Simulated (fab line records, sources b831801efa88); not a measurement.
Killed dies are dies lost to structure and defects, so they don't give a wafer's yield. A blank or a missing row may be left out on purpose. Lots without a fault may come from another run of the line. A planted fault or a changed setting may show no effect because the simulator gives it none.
Chamber matching | flow sky130 | SKY_PAD_OPEN_ETCH_07 on rie_diel-03: 4 sister chambers
The step etches the open film in CF4/O2, stops on AlCu, target depth 725 nm, time 161.1 s. 8 wafers are shown with their chamber, then 7 later ones without.

WAFERS WITH THEIR CHAMBER
wafer  | chamber | drypump_motor_current_A (A) | throttle_valve_pct (%)
L796.1 | 1       | 5.8                         | 5.956
L797.4 | 1       | 5.8                         | 5.971
L797.5 | 3       | 5.4                         | 5.955
L801.1 | 3       | 5.4                         | 5.966
L801.3 | 2       | 6.6                         | 5.969
L801.4 | 0       | 5.9                         | 5.975
L802.3 | 0       | 5.8                         | 5.965
L802.4 | 2       | 6.6                         | 5.956

WAFERS WITHOUT THEIR CHAMBER
wafer  | drypump_motor_current_A (A) | throttle_valve_pct (%)
L802.6 | 5.9                         | 5.952
L804.4 | 5.3                         | 5.962
L804.5 | 6.6                         | 5.956
L804.6 | 5.8                         | 5.987
L807.2 | 5.4                         | 5.947
L807.3 | 5.8                         | 5.946
L807.5 | 5.9                         | 5.972

WHICH CHAMBER EACH WENT THROUGH
wafer  | from the rows above     | in truth
L802.6 | can't be placed: 0 or 1 | 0
L804.4 | 3                       | 3
L804.5 | 2                       | 2
L804.6 | can't be placed: 0 or 1 | 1
L807.2 | 3                       | 3
L807.3 | can't be placed: 1 or 0 | 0
L807.5 | can't be placed: 0 or 1 | 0
Placed correctly: 3 of 7. Can't be placed from these rows: 4 (the true chamber is among the candidates in 4). Placed wrongly: 0.
How it was worked out, from the rows above alone: a wafer's distance from a chamber is the root of the sum, over the readings, of the square of ((its reading less the chamber's mean) divided by the reading's scatter). The wafer belongs to the nearest chamber; if the next one is less than 2 further off, it can't be placed. A chamber's mean is the mean of its shown wafers. The scatter: the root of (the sum of the squares of (reading less its chamber's mean) over the shown wafers, divided by (wafers less chambers)).
